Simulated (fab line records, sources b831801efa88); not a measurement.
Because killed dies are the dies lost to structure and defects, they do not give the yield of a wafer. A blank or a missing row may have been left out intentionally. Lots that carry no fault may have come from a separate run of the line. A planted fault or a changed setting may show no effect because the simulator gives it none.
8D (eight disciplines) problem report, filled in by code :: flow gf180mcu :: the parts of the form that need people (team, actions taken, sign-off) are left out

== 1. THE PROBLEM ==
Wafers without a fault read 2998 sccm, standard deviation 8.5; o2-flow-sccm at GF_HV_LDD_STRIP_22 reads a mean of 2400 sccm on 6 wafers belonging to 2 lots. That puts it -70 standard deviations away from the usual mean.
The step: strips in O2/N2.
The first sign was on wafer L959.2 at day 15 15:47, on plasma-asher-02. At this step, 39 wafers from 13 lots have a number in the record. The rule behind "out" and "out of limits": a value lying over 4 standard deviations away from the usual mean. The rest of the wafers with a number are treated as sound.

== 2. WHAT IT IS; WHAT IT IS NOT ==
question: which readings at this step
is: o2-flow-sccm
is not: drypump-motor-current-A, heater-power-w

question: which lots
is: L959, L960
is not: L944, L945, L946, L948, L949, L950, L952, L953, L955, L956, L967

question: which wafers of those lots
is: all that have a number
is not: -

question: read on which tools
is: plasma-asher-02
is not: plasma-asher-01, plasma-asher-03

question: when
is: from day 15 15:47
is not: up to then (30 sound wafers); but 3 sound wafers of L967 came after

== 3. WHAT RULES OUT EACH SUSPECT ==
Counting: any tool at a process step up to the reading is kept as a suspect provided that every lot that is out went through it and no sound lot did after the first of them.
- plasma-asher-02 at GF_HV_LDD_STRIP_22 (strips in O2/N2): ruled out as a lasting fault. The sound lots L967 went through it after L959, its earliest lot that is out (day 15 15:47).
Left after counting: nothing in the record.

== 4. THE CAUSE (what the simulator had put in) ==
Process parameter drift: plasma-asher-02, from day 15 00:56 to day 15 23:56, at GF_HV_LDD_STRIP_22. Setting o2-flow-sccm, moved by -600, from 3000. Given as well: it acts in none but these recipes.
Counting ruled it out, wrongly.

== 5. SEQUENCE OF EFFECTS, ordered by route ==
Each row: a reading where the mean over the struck wafers with a number is more than 3 standard deviations away from the usual. Only readings for which the record gives a usual standard deviation are gone through. hours: the time from each lot's start at the first step in this table that gives one to its start at this step, as a median over the lots. sigmas: the change in usual standard deviations.
hours: 0
step: GF_HV_LDD_STRIP_22
reading: o2-flow-sccm
usual: 2998 sccm
on struck wafers: 2400
change: -598
sigmas: -70
Its process steps:
- GF_HV_LDD_STRIP_22: strips in O2/N2.
At these later measuring or inspecting steps, every struck wafer for which the step has a row has a number for every such reading, and none has moved that far: GF_V1_RS_MEAS_24, GF_V2_THK_MEAS_01.

== 6. WHAT WOULD HAVE CAUGHT IT SOONER ==
15 hours passed between the start of the fault at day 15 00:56 and the first reading out of limits in this record, taken at day 15 15:47.
